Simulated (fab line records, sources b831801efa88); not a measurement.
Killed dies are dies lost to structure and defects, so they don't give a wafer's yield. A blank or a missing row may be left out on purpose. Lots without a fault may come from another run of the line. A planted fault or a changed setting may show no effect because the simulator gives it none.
fab line records | flow sky130
record lots=12 wafers=36 last_day=49
route steps=708 shown FIELD_ISO@17 PWDE@54 NWELL@63 PAD_OPEN@708
lots that met no fault: from a run of the same line without faults
start_h: hours from the record's first day to the start of the lot's first wafer shown | wait_h: hours since the lot's step before | " the same as in the row above | L1.1+2: a row that stands for several wafers | - no value, or no start given | * or withheld: withheld | < > ~ a bound
route shown NAME@n: a module of which the file shows steps, and the number in the route of the first | usual: mean/standard deviation of fault-free wafers | same: alike in all rows | chamber/n: place in a boat | sites: the reading at each site | _std_site: their standard deviation | _edge_site: outer sites' mean less inner sites' | radius_mm: how far each site lies from the wafer's centre | mask NAME#n: copy n | behind: the tool/chamber that last shaped the wafer | hold: why the lot was held/for how many hours/how that ended | device: the transistor (n, p or np) that didn't switch | end of line: the same wafers' tests at the end of the route | a step without rows: its recipe alone | killed: dies lost to structure and defects at the first sort, not the wafer's yield | map: a wafer's dies, x killed, . not, _ none there
set.NAME: the setting as run; set.NAME@STEP: as run at that earlier step | model.NAME: the simulator's own value behind a step, which no gauge read
steps of the route over a sample of lots; a table a step, a row a wafer
services: from which hour (start_h, from the record's first day; less than 0 if before it) a tool's chamber was out of use, for how many hours, and why
## steps
# step SKY_FIELD_ISO_STRIP_16
# recipe chemistry=O2/N2 power_w=1400 pressure_mtorr=1500 platen_temp_c=withheld o2_flow_sccm=3000 n2_flow_sccm=300 overash_fraction=0.5
# usual drypump_motor_current_A=5.7/0.37 oes_product_au=0.378/0.0049 strip_time_to_endpoint_s=3.55/0.032
# columns lot.wafer tool chamber start_h wait_h drypump_motor_current_A oes_product_au rf_hours_counter_h strip_time_to_endpoint_s
L624.1 plasma_asher-02 1 28.82 0.0 5.1 0.382 21 3.60
L624.4 " 0 " " 5.7 0.393 - 3.55
L624.6 " 0 " " 5.7 0.378 - 3.56
L626.2 plasma_asher-03 0 39.64 0.0 5.6 0.383 36 3.54
L626.3 " 1 " " 5.6 0.373 - 3.54
L626.5 " 0 " " 5.6 0.380 - 3.56
L629.2 plasma_asher-03 1 56.04 0.0 5.7 0.371 37 3.56
L629.4 " 1 " " 5.7 0.380 - 3.59
L629.6 " 1 " " 5.6 0.371 - 3.58
L630.2 plasma_asher-03 0 60.97 0.0 5.6 0.380 38 3.59
L630.3 " 1 " " 5.6 0.381 - 3.58
L630.6 " 0 " " 5.6 0.383 - 3.55
L632.1 plasma_asher-04 0 72.82 0.0 6.0 0.374 37 3.51
L632.3 " 1 " " 6.4 0.370 - 3.55
L632.6 " 1 " " 6.3 0.374 - 3.55
L634.1 plasma_asher-02 1 85.12 0.0 5.1 0.372 26 3.55
L634.2 " 0 " " 5.7 0.369 26 3.59
L634.5 " 1 " " 5.1 0.378 - 3.62
L638.2 plasma_asher-03 0 101.99 0.0 5.6 0.379 42 3.60
L638.3 " 0 " " 5.6 0.377 - 3.59
L638.6 " 1 " " 5.6 0.382 - 3.58
L639.1 plasma_asher-02 0 106.01 0.0 5.7 0.383 28 3.56
L639.4 " 1 " " 5.1 0.378 - 3.55
L639.5 " 0 " " 5.7 0.375 - 3.51
L640.1 plasma_asher-02 1 112.86 0.0 5.1 0.381 29 3.50
L640.2 " 0 " " 5.7 0.389 29 3.56
L640.6 " 1 " " 5.1 0.380 - 3.56
L641.2 plasma_asher-03 0 119.09 0.0 5.6 0.375 44 3.47
L641.3 " 0 " " 5.6 0.375 - 3.50
L641.5 " 1 " " 5.6 0.371 - 3.51
L642.1 plasma_asher-03 1 123.11 0.0 5.7 0.392 44 3.53
L642.2 " 0 " " 5.6 0.376 44 3.54
L642.4 " 1 " " 5.7 0.374 - 3.55
L643.2 plasma_asher-04 1 129.43 0.0 6.4 0.375 1 3.54
L643.5 " 0 " " 6.0 0.373 - 3.54
L643.6 " 1 " " 6.4 0.382 - 3.54
# step SKY_PWDE_STRIP_09
# recipe chemistry=O2/N2 power_w=1400 pressure_mtorr=1500 platen_temp_c=withheld o2_flow_sccm=3000 n2_flow_sccm=300 overash_fraction=0.5
# usual drypump_motor_current_A=5.50/0.23 oes_product_au=0.722/0.0042 strip_time_to_endpoint_s=36.95/0.13
# columns lot.wafer tool chamber start_h wait_h drypump_motor_current_A oes_product_au rf_hours_counter_h strip_time_to_endpoint_s
L624.1 plasma_asher-01 1 69.08 0.1 5.72 0.721 39 36.96
L624.4 " 1 " " 5.68 0.726 - 36.99
L624.6 " 1 " " 5.69 0.724 - 37.07
L626.2 plasma_asher-02 1 76.82 0.1 5.06 0.718 25 36.91
L626.3 " 0 " " 5.67 0.720 - 36.97
L626.5 " 1 " " 5.11 0.722 - 36.92
L629.2 plasma_asher-01 1 108.22 0.1 5.68 0.720 43 37.09
L629.4 " 1 " " 5.74 0.719 - 37.15
L629.6 " 0 " " 5.22 0.723 - 37.09
L630.2 plasma_asher-02 1 108.57 0.1 5.07 0.715 28 36.82
L630.3 " 1 " " 5.10 0.720 - 36.84
L630.6 " 1 " " 5.08 0.721 - 36.90
L632.1 plasma_asher-03 1 116.23 0.1 5.65 0.723 43 37.04
L632.3 " 1 " " 5.65 0.719 - 37.09
L632.6 " 0 " " 5.59 0.718 - 37.07
L634.1 plasma_asher-03 1 130.23 0.1 5.66 0.722 45 36.87
L634.2 " 0 " " 5.63 0.728 45 36.84
L634.5 " 1 " " 5.65 0.729 - 36.84
L638.2 plasma_asher-02 0 148.33 0.1 5.68 0.719 33 36.97
L638.3 " 0 " " 5.66 0.725 - 37.11
L638.6 " 0 " " 5.67 0.724 - 36.98
L639.1 plasma_asher-02 0 151.72 0.1 5.69 0.725 33 36.97
L639.4 " 0 " " 5.68 0.720 - 36.97
L639.5 " 0 " " 5.66 0.723 - 36.90
L640.1 plasma_asher-03 0 159.75 0.1 5.56 0.720 47 36.98
L640.2 " 1 " " 5.65 0.728 47 37.09
L640.6 " 0 " " 5.55 0.728 - 36.95
L641.2 plasma_asher-02 1 166.08 0.1 5.07 0.724 34 36.90
L641.3 " 1 " " 5.10 0.727 - 37.09
L641.5 " 0 " " 5.67 0.726 - 36.90
L642.1 plasma_asher-01 0 171.10 0.1 5.23 0.721 49 36.92
L642.2 " 1 " " 5.66 0.719 49 36.91
L642.4 " 0 " " 5.24 0.722 - 36.86
L643.2 plasma_asher-01 0 177.72 0.1 5.23 0.718 50 37.20
L643.5 " 1 " " 5.72 0.713 - 37.09
L643.6 " 0 " " 5.23 0.724 - 37.13
# step SKY_NWELL_OVL_MEAS_10
# usual NWELL_00_OVL=-1.9/1.4
# columns lot.wafer tool chamber start_h wait_h NWELL_00_OVL[nm]
L624.1 overlay-01 - 85.65 - -2.0
L624.4 " - " " -2.0
L624.6 " - " " -1.6
L626.2 overlay-01 - 94.16 - -1.8
L626.3 " - " " 0.1
L626.5 " - " " -0.4
L629.2 overlay-01 - 126.99 - -1.2
L629.4 " - " " -0.8
L629.6 " - " " -0.8
L630.2 overlay-02 - 127.51 - -1.5
L630.3 " - " " 1.0
L630.6 " - " " 0.8
L632.1 overlay-02 - 135.29 - -2.5
L632.3 " - " " -1.8
L632.6 " - " " -2.7
L634.1 overlay-02 - 149.99 - -1.1
L634.2 " - " " -0.5
L634.5 " - " " -2.1
L638.2 overlay-02 - 168.31 - -1.1
L638.3 " - " " -2.5
L638.6 " - " " -0.5
L639.1 overlay-02 - 172.43 - -2.2
L639.4 " - " " -1.0
L639.5 " - " " -1.4
L640.1 overlay-02 - 180.48 - -1.7
L640.2 " - " " -2.4
L640.6 " - " " -2.5
L641.2 overlay-02 - 187.41 - -4.0
L641.3 " - " " -3.1
L641.5 " - " " -2.5
L642.1 overlay-01 - 192.53 - -2.7
L642.2 " - " " -4.1
L642.4 " - " " -1.5
L643.2 overlay-01 - 199.14 - -4.4
L643.5 " - " " -1.8
L643.6 " - " " -4.4
# step SKY_NWELL_IMPLANT_24
# recipe species=B energy_kev=141 dose_cm2=9.2e+12 tilt_deg=withheld
# usual beam_energy_keV=141.00/0.044 dose_ions_cm2=9.198e+12/9e+09 faraday_current_uA=51.9/1.1
# same implant_ion_amu=11
# columns lot.wafer tool chamber start_h wait_h beam_energy_keV dose_ions_cm2 faraday_current_uA
L624.1 implanter-02 0 103.59 0.0 141.08 9.189e+12 51.6
L624.4 " 0 " " 140.96 9.205e+12 53.2
L624.6 " 0 " " 141.07 9.188e+12 52.3
L626.2 implanter-03 0 112.76 0.0 141.01 9.218e+12 52.1
L626.3 " 0 " " 141.01 9.19e+12 54.2
L626.5 " 0 " " 141.06 9.177e+12 50.5
L629.2 implanter-02 0 146.95 0.0 141.02 9.193e+12 52.3
L629.4 " 0 " " 141.09 9.205e+12 52.2
L629.6 " 0 " " 140.96 9.194e+12 51.2
L630.2 implanter-04 0 147.81 0.0 140.98 9.197e+12 52.9
L630.3 " 0 " " 140.92 9.206e+12 52.2
L630.6 " 0 " " 140.97 9.193e+12 52.0
L632.1 implanter-02 0 155.02 0.0 141.06 9.193e+12 52.0
L632.3 " 0 " " 141.05 9.205e+12 53.2
L632.6 " 0 " " 141.12 9.21e+12 51.2
L634.1 implanter-02 0 170.92 0.0 140.91 9.191e+12 53.9
L634.2 " 0 " " 140.99 9.213e+12 50.7
L634.5 " 0 " " 140.98 9.202e+12 54.0
L638.2 implanter-04 0 190.20 0.0 140.96 9.209e+12 53.6
L638.3 " 0 " " 141.01 9.216e+12 49.8
L638.6 " 0 " " 140.98 9.216e+12 52.1
L639.1 implanter-04 0 193.98 0.0 141.10 9.19e+12 53.0
L639.4 " 0 " " 141.04 9.202e+12 51.1
L639.5 " 0 " " 141.11 9.186e+12 50.2
L640.1 implanter-04 0 202.67 0.0 141.00 4.6943e+13 265.8
L640.2 " 0 " " 140.99 4.6953e+13 268.3
L640.6 " 0 " " 140.97 4.6955e+13 250.4
L641.2 implanter-04 0 209.11 0.0 141.04 4.6958e+13 260.5
L641.3 " 0 " " 140.95 4.6971e+13 264.6
L641.5 " 0 " " 141.02 4.6962e+13 267.4
L642.1 implanter-02 0 215.02 0.0 141.00 9.186e+12 51.7
L642.2 " 0 " " 141.00 9.197e+12 51.0
L642.4 " 0 " " 140.95 9.187e+12 52.3
L643.2 implanter-04 0 219.96 0.0 141.01 4.697e+13 269.5
L643.5 " 0 " " 140.95 4.6969e+13 253.1
L643.6 " 0 " " 141.00 4.697e+13 250.4
# step SKY_NWELL_TW_MEAS_26
# usual NWELL_2_TW=495/5.3
# columns lot.wafer tool chamber start_h wait_h hold NWELL_2_TW
L624.1 film_metro-01 - 103.84 0.1 - 492
L624.4 " - " " - 491
L624.6 " - " " - 489
L626.2 film_metro-04 - 113.00 0.1 - 500
L626.3 " - " " - 495
L626.5 " - " " - 500
L629.2 film_metro-02 - 147.18 0.1 - 497
L629.4 " - " " - 501
L629.6 " - " " - 502
L630.2 film_metro-04 - 148.05 0.1 - 503
L630.3 " - " " - 501
L630.6 " - " " - 501
L632.1 film_metro-01 - 155.27 0.1 - 488
L632.3 " - " " - 488
L632.6 " - " " - 488
L634.1 film_metro-02 - 171.17 0.1 - 499
L634.2 " - " " - 496
L634.5 " - " " - 499
L638.2 film_metro-04 - 190.43 0.1 - 499
L638.3 " - " " - 502
L638.6 " - " " - 495
L639.1 film_metro-01 - 194.23 0.1 - 489
L639.4 " - " " - 488
L639.5 " - " " - 486
L640.1 film_metro-04 - 202.92 0.1 await_dispo/0.2h/release 831
L640.2 " - " " await_dispo/0.2h/release 831
L640.6 " - " " await_dispo/0.2h/release 834
L640.1 film_metro-04 - 203.15 0.2 - 832
L640.2 " - " " - 828
L640.6 " - " " - 830
L641.2 film_metro-02 - 209.34 0.1 await_dispo/0.2h/release 833
L641.3 " - " " await_dispo/0.2h/release 838
L641.5 " - " " await_dispo/0.2h/release 831
L641.2 film_metro-02 - 209.67 0.3 - 836
L641.3 " - " " - 833
L641.5 " - " " - 830
L642.1 film_metro-01 - 215.27 0.1 - 491
L642.2 " - " " - 491
L642.4 " - " " - 489
L643.2 film_metro-01 - 220.19 0.1 await_dispo/0.2h/release 823
L643.5 " - " " await_dispo/0.2h/release 820
L643.6 " - " " await_dispo/0.2h/release 823
L643.2 film_metro-01 - 220.42 0.2 - 822
L643.5 " - " " - 824
L643.6 " - " " - 823
# step SKY_PAD_OPEN_PROBE_99
# usual defect_limited_yield=82.1/1.9 killed_at_M0_to_M3=44/6.6 killed_at_M4_up=3.0/1.9 killed_at_contacts=24/5.1 killed_at_front_end=16/4.6 killed_at_other=0.3/0.59 killed_dies=88/9.5 killed_on_rim=17/3.7 killed_open=48/6.7 killed_short=40/6.1 sort_bin_3_pad_short=0.9/0.43 sort_bin_5_function=10.7/1.6 sort_bin_6_memory=6.3/1.1 sort_n_pass=404/9.5 sort_yield_pct=82.1/1.9
# same gross_dies=492 killed_at_back_side=0 sort_bin_4_leakage[%]=0 sort_bin_8_speed[%]=0
# columns lot.wafer tool chamber start_h wait_h defect_limited_yield[%] killed_at_M0_to_M3 killed_at_M4_up killed_at_contacts killed_at_front_end killed_at_other killed_dies killed_on_rim killed_open killed_short sort_bin_3_pad_short[%] sort_bin_5_function[%] sort_bin_6_memory[%] sort_n_pass sort_yield_pct[%]
L626.2 prober-01 - 1108.46 0.1 79.5 50 2 28 20 1 101 17 52 49 0 11.4 9.1 391 79.5
L626.3 prober-01 - 1108.51 0.2 85.2 37 2 21 13 0 73 17 39 33 0.6 9.1 5.1 419 85.2
L626.5 prober-01 - 1108.61 0.2 82.3 47 3 20 17 0 87 12 42 45 0.6 9.3 7.7 405 82.3
L630.2 prober-01 - 1132.23 0.1 81.3 55 0 23 14 0 92 17 51 41 1.0 10.0 7.7 400 81.3
L630.3 prober-01 - 1132.28 0.2 84.3 37 5 22 13 0 77 9 45 32 0.6 8.9 6.1 415 84.3
L630.6 prober-01 - 1132.43 0.2 86.8 29 4 22 10 0 65 9 40 25 0.6 8.9 3.7 427 86.8
L634.1 prober-01 - 1147.02 0.1 82.5 50 2 19 15 0 86 21 48 38 0.8 8.9 7.7 406 82.5
L634.2 prober-01 - 1147.07 0.1 81.9 44 4 30 11 0 89 13 49 40 1.0 10.6 6.5 403 81.9
L634.5 prober-01 - 1147.22 0.2 77.8 57 2 26 24 0 109 16 53 56 0.8 13.4 7.9 383 77.8
L642.1 prober-02 - 1180.67 0.1 81.9 43 3 20 22 1 89 19 46 42 0.8 10.4 6.9 403 81.9
L642.2 prober-02 - 1180.72 0.1 81.1 34 2 33 23 1 93 25 53 39 0.4 12.8 5.7 399 81.1
L642.4 prober-02 - 1180.82 0.2 79.5 45 7 26 20 3 101 25 55 44 1.6 12.0 6.9 391 79.5
# killed by level:class
L626.2 VIA1:geometric_particle:open=17 LI_CONTACT:geometric_particle:open=11 FIELD_ISO:geometric_particle:short=8 CONTACT:geometric_particle:short=8 VIA3:geometric_particle:open=6 POLY_GATE:geometric_particle:short=5 METAL2:geometric_particle:short=5 FIELD_ISO:geometric_particle:open=4
L626.3 VIA1:geometric_particle:open=11 FIELD_ISO:geometric_particle:open=8 CONTACT:geometric_particle:short=7 VIA2:geometric_particle:open=6 LI_CONTACT:geometric_particle:open=5 VIA1:geometric_particle:short=5 METAL2:geometric_particle:short=5 CONTACT:geometric_particle:open=4
L626.5 METAL2:geometric_particle:short=11 CONTACT:geometric_particle:open=8 VIA1:geometric_particle:open=8 VIA1:geometric_particle:short=7 VIA2:geometric_particle:open=6 FIELD_ISO:geometric_particle:short=4 POLY_GATE:geometric_particle:open=4 CONTACT:geometric_particle:short=4
L630.2 VIA1:geometric_particle:open=14 CONTACT:geometric_particle:open=11 VIA2:geometric_particle:open=10 VIA1:geometric_particle:short=7 FIELD_ISO:geometric_particle:short=5 VIA3:geometric_particle:open=5 METAL1:geometric_particle:short=5 VIA3:geometric_particle:short=4
L630.3 LI_CONTACT:geometric_particle:open=9 FIELD_ISO:geometric_particle:open=8 VIA1:geometric_particle:open=8 VIA2:geometric_particle:open=6 METAL2:geometric_particle:short=5 CONTACT:geometric_particle:open=5 VIA1:geometric_particle:short=5 LOCAL_INTERCONNECT:geometric_particle:short=4
L630.6 VIA1:geometric_particle:open=10 CONTACT:geometric_particle:open=8 CONTACT:geometric_particle:short=6 VIA3:geometric_particle:open=5 LI_CONTACT:geometric_particle:open=4 VIA2:geometric_particle:open=4 POLY_GATE:geometric_particle:open=3 POLY_GATE:geometric_particle:short=3
L634.1 VIA1:geometric_particle:open=9 LI_CONTACT:geometric_particle:open=9 VIA3:geometric_particle:open=8 METAL1:geometric_particle:short=7 FIELD_ISO:geometric_particle:open=6 CONTACT:geometric_particle:open=6 METAL2:geometric_particle:short=6 VIA2:geometric_particle:open=5
L634.2 LI_CONTACT:geometric_particle:open=13 METAL1:geometric_particle:short=9 CONTACT:geometric_particle:open=8 VIA2:geometric_particle:open=7 VIA1:geometric_particle:open=6 VIA3:geometric_particle:open=5 POLY_GATE:geometric_particle:open=4 LOCAL_INTERCONNECT:geometric_particle:short=4
L634.5 VIA1:geometric_particle:open=12 LI_CONTACT:geometric_particle:open=9 VIA1:geometric_particle:short=7 POLY_GATE:geometric_particle:open=6 VIA2:geometric_particle:open=6 VIA3:geometric_particle:short=6 FIELD_ISO:geometric_particle:short=5 LI_CONTACT:geometric_particle:short=5
L642.1 VIA2:geometric_particle:open=10 CONTACT:geometric_particle:open=9 POLY_GATE:geometric_particle:short=7 VIA1:geometric_particle:short=7 FIELD_ISO:geometric_particle:open=6 VIA1:geometric_particle:open=6 POLY_GATE:geometric_particle:open=5 LOCAL_INTERCONNECT:geometric_particle:short=5
L642.2 CONTACT:geometric_particle:open=14 VIA1:geometric_particle:open=7 FIELD_ISO:geometric_particle:open=6 LOCAL_INTERCONNECT:geometric_particle:short=6 VIA2:geometric_particle:open=6 FIELD_ISO:geometric_particle:short=5 LI_CONTACT:geometric_particle:open=5 VIA3:geometric_particle:open=5
L642.4 VIA2:geometric_particle:open=15 CONTACT:geometric_particle:open=12 FIELD_ISO:geometric_particle:short=7 VIA1:geometric_particle:open=7 LOCAL_INTERCONNECT:geometric_particle:short=6 METAL3:geometric_particle:short=5 CONTACT:geometric_particle:short=5 METAL1:geometric_particle:short=5
## services
# columns tool chamber start_h hours kind
implanter-02 - 13.85 3.7 repair
plasma_asher-04 - 13.89 14.6 pm
implanter-04 - 15.00 4.4 repair
implanter-02 - 42.87 6.0 repair
implanter-04 - 43.58 4.5 repair
implanter-04 - 83.05 6.9 repair
plasma_asher-04 - 108.75 9.0 pm
plasma_asher-04 0 108.75 9.0 vent_cycle
plasma_asher-04 1 108.75 9.0 vent_cycle
plasma_asher-04 0 117.75 - clean
plasma_asher-04 1 117.75 - clean
plasma_asher-03 - 130.70 2.4 repair
implanter-03 - 192.11 4.4 pm
implanter-02 - 203.87 9.2 repair
## key
first_sign step=SKY_NWELL_IMPLANT_24 reading=dose_ions_cm2 direction=up sigmas=99+ usual=* struck=*
effect step=SKY_NWELL_IMPLANT_24 reading=faraday_current_uA direction=up sigmas=99+ usual=51.9 struck=261.1
effect step=SKY_NWELL_TW_MEAS_26 reading=visit direction=added
effect step=SKY_NWELL_TW_MEAS_26 reading=NWELL_2_TW direction=up sigmas=63 usual=495 struck=829
met_at SKY_NWELL_IMPLANT_24
struck_lots L640,L641,L643
scrapped_behind SKY_NWELL_TW_MEAS_26 L640.1,L640.2,L640.6,L641.2,L641.3,L641.5,L643.2,L643.5,L643.6
not_acting_at SKY_FIELD_ISO_STRIP_16,SKY_PWDE_STRIP_09,SKY_NWELL_OVL_MEAS_10
onset_between 193.98 202.67
fault kind=process_parameter_drift tool=implanter-04 chamber=- onset_h=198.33 steps=SKY_NWELL_IMPLANT_24 channel=dose_cm2 offset=* shape=step end_h=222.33 acts_in=* stated=*
